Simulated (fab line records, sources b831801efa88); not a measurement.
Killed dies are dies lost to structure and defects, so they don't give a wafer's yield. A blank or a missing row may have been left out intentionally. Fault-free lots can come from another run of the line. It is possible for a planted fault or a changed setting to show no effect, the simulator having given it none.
The tool behind it: which one?	flow gf180mcu	Sampling: 10 lots, 30 wafers, 6 of 602 route steps

## WHAT THE GAUGES READ, wafer by wafer
GF_V2_BOW_MEAS_05.
lot	measured	on	V2_BOW (um)
L799	day 20 03:43	film_metro-01	98 93 89
L802	day 21 10:01	film_metro-03	109 96 100
L803	day 21 16:31	film_metro-03	115 110 113
L805	day 22 09:32	film_metro-01	89 84 86
L807	day 23 04:08	film_metro-03	99 99 102
L813	day 25 05:19	film_metro-01	102 95 91
L815	day 25 21:41	film_metro-04	99 98 85
L818	day 26 16:48	film_metro-01	89 96 97
L819	day 26 18:41	film_metro-03	87 86 95
L820	day 27 04:53	film_metro-04	88 84 96

GF_V2_RS_MEAS_24: measures by four-point-probe.
lot	measured	on	V2_W_RS (ohm/sq)
L799	day 21 04:31	film_metro-01	0.321 0.324 0.320
L802	day 22 11:05	film_metro-04	0.321 0.325 0.316
L803	day 22 16:41	film_metro-03	0.321 0.326 0.320
L805	day 23 09:49	film_metro-01	0.322 0.329 0.327
L807	day 24 03:20	film_metro-04	0.329 0.334 0.321
L813	day 26 03:56	film_metro-01	0.269 0.270 0.269
L815	day 26 20:07	film_metro-04	0.266 0.266 0.264
L818	day 27 14:25	film_metro-04	0.320 0.325 0.322
L819	day 27 15:55	film_metro-04	0.327 0.331 0.320
L820	day 28 02:31	film_metro-01	0.321 0.321 0.318

GF_V2_THK_MEAS_25: measures by xrf.
lot	measured	on	V2_W_THK (nm)
L799	day 21 04:37	film_metro-01	352 351 358
L802	day 22 11:12	film_metro-04	356 352 362
L803	day 22 16:47	film_metro-03	355 349 357
L805	day 23 09:56	film_metro-01	354 344 348
L807	day 24 03:27	film_metro-04	347 343 355
L813	day 26 04:04	film_metro-01	417 415 419
L815	day 26 20:14	film_metro-04	428 426 430
L818	day 27 14:32	film_metro-04	356 350 355
L819	day 27 16:02	film_metro-04	346 346 357
L820	day 28 02:38	film_metro-01	355 352 355

## WHAT TOOL EACH LOT RAN ON (gives the tool, then ch and the chambers of the sampled wafers, and finally the start)
lot	GF_V1_CMP_26	GF_V2_CVD_02	GF_V2_CVD_23
L799	cmp-02 ch 0,2,3, day 19 02:23	pecvd-04 ch 1,2, day 20 03:12	cvd_w-01 ch 0, day 21 04:19
L802	cmp-01 ch 1,2, day 20 08:02	pecvd-02 ch 0,1, day 21 09:34	cvd_w-02 ch 0,1, day 22 10:58
L803	cmp-02 ch 0,3, day 20 14:54	pecvd-04 ch 0,1, day 21 16:02	cvd_w-01 ch 0,1, day 22 16:34
L805	cmp-01 ch 0,1,3, day 21 07:44	pecvd-02 ch 0,1, day 22 09:06	cvd_w-02 ch 0,1, day 23 09:42
L807	cmp-02 ch 0,3, day 22 02:46	pecvd-04 ch 0,1,2, day 23 03:41	cvd_w-02 ch 0,1, day 24 03:13
L813	cmp-02 ch 0,1, day 24 05:35	pecvd-02 ch 1,2, day 25 04:53	cvd_w-02 ch 0,1, day 26 03:50
L815	cmp-02 ch 0,1,2, day 24 22:41	pecvd-02 ch 1,2, day 25 21:15	cvd_w-02 ch 0, day 26 20:01
L818	cmp-02 ch 0,1,3, day 25 17:35	pecvd-02 ch 0,1,2, day 26 16:22	cvd_w-01 ch 0,1, day 27 14:18
L819	cmp-01 ch 0,2,3, day 25 20:10	pecvd-04 ch 1,2, day 26 18:13	cvd_w-01 ch 0,1, day 27 15:48
L820	cmp-01 ch 1,2,3, day 26 06:11	pecvd-04 ch 1,2, day 27 04:27	cvd_w-01 ch 0,1, day 28 02:25
- GF_V1_CMP_26: polishes, stops on SiO2, t overpolish 15 s, target thk 0 nm.
- GF_V2_CVD_02: deposits SiO2 from TEOS, target thk 850 nm, time 94.851 s.
- GF_V2_CVD_23: deposits W, target thk 350 nm, time 104.94 s.

## AS READ BY THE TOOLS THEMSELVES (means over the sampled wafers that have a number; for cases with no such wafer, the mark the record gives instead)
GF_V1_CMP_26.
lot	tool	motor_current_A (A)	overpolish_run_s (s)	platen_rpm (rpm)	slurry_filter_dp_kPa (kPa)	time_to_endpoint_s (s)
L799	cmp-02	11.0	15.003	60.05	13.61	88
L802	cmp-01	10.6	15.000	59.99	13.52	85
L803	cmp-02	10.7	15.004	59.97	13.60	89
L805	cmp-01	11.6	15.007	59.99	13.49	87
L807	cmp-02	10.9	14.996	59.97	13.45	86
L813	cmp-02	10.2	14.991	59.96	13.47	86
L815	cmp-02	10.0	14.989	60.00	13.43	84
L818	cmp-02	10.4	15.004	59.94	13.42	85
L819	cmp-01	10.8	15.001	60.00	13.52	82
L820	cmp-01	11.4	15.004	60.05	13.42	87

GF_V2_CVD_02.
lot	tool	heater_power_w (W)	susceptor_temp_C (C)
L799	pecvd-04	665	399.98
L802	pecvd-02	641	400.04
L803	pecvd-04	585	399.88
L805	pecvd-02	606	400.40
L807	pecvd-04	669	399.88
L813	pecvd-02	599	400.12
L815	pecvd-02	704	400.21
L818	pecvd-02	652	399.98
L819	pecvd-04	703	400.14
L820	pecvd-04	716	400.08

GF_V2_CVD_23.
lot	tool	heater_power_w (W)	susceptor_temp_C (C)
L799	cvd_w-01	964	400.10
L802	cvd_w-02	739	399.94
L803	cvd_w-01	1069	400.14
L805	cvd_w-02	750	399.80
L807	cvd_w-02	766	400.31
L813	cvd_w-02	815	411.28
L815	cvd_w-02	763	411.19
L818	cvd_w-01	1081	400.00
L819	cvd_w-01	1020	399.90
L820	cvd_w-01	1083	400.05

## THE ANSWER, worked out from the rows above alone
Rule: what is usual is taken from the lots themselves. Put in order of their means at a reading, lots are off if they are a third of the lots or fewer, leave a main group of 4 or more, and stand apart from it by a gap of 3 or more times the standard deviation of the main group's means; of several such gaps the widest counts. If all means in a main group match to the digits the tables above print for the reading, that group is not used. Also off: a lot with no number at a reading for which 4 or more lots have one. The other lots that the step has rows for count as sound. After the gauges, taken in route order, come the tools' own readings; for these a lot's mean is taken, as printed above. The first step at which some lot is off is used, and at that step the reading that is off furthest; a lot without a number counts as furthest.
Off: at GF_V2_RS_MEAS_24 (V2_W_RS), L813, L815. Mean 0.323 ohm/sq and standard deviation 0.0027 in the main group.
A tool fits if, at a process step before that reading, it ran every lot that is off, and no sound lot after the first of them. Not tried: the gauges at GF_V2_RS_MEAS_24; whatever is off there is also off at GF_V2_CVD_23, on other tools, and gauge error can't account for it. One fits: cvd_w-02 at GF_V2_CVD_23. A fault onset in the window from L807 (day 24 03:13, its last sound lot) to L813 (day 26 03:50, its first lot off) fits.
The tool's own readings at GF_V2_CVD_23 bear it out: on the lots that are off they differ by more than 5 times the standard deviation of the sound lots' means. susceptor_temp_C reads 411.24 C there against 400.03 C on the sound lots.

## WHAT THE SIMULATOR HAD INSERTED
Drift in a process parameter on cvd_w-02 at GF_V2_CVD_23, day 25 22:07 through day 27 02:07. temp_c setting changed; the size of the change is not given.
Lots struck among those shown: L813, L815. The same result came from the rule above.
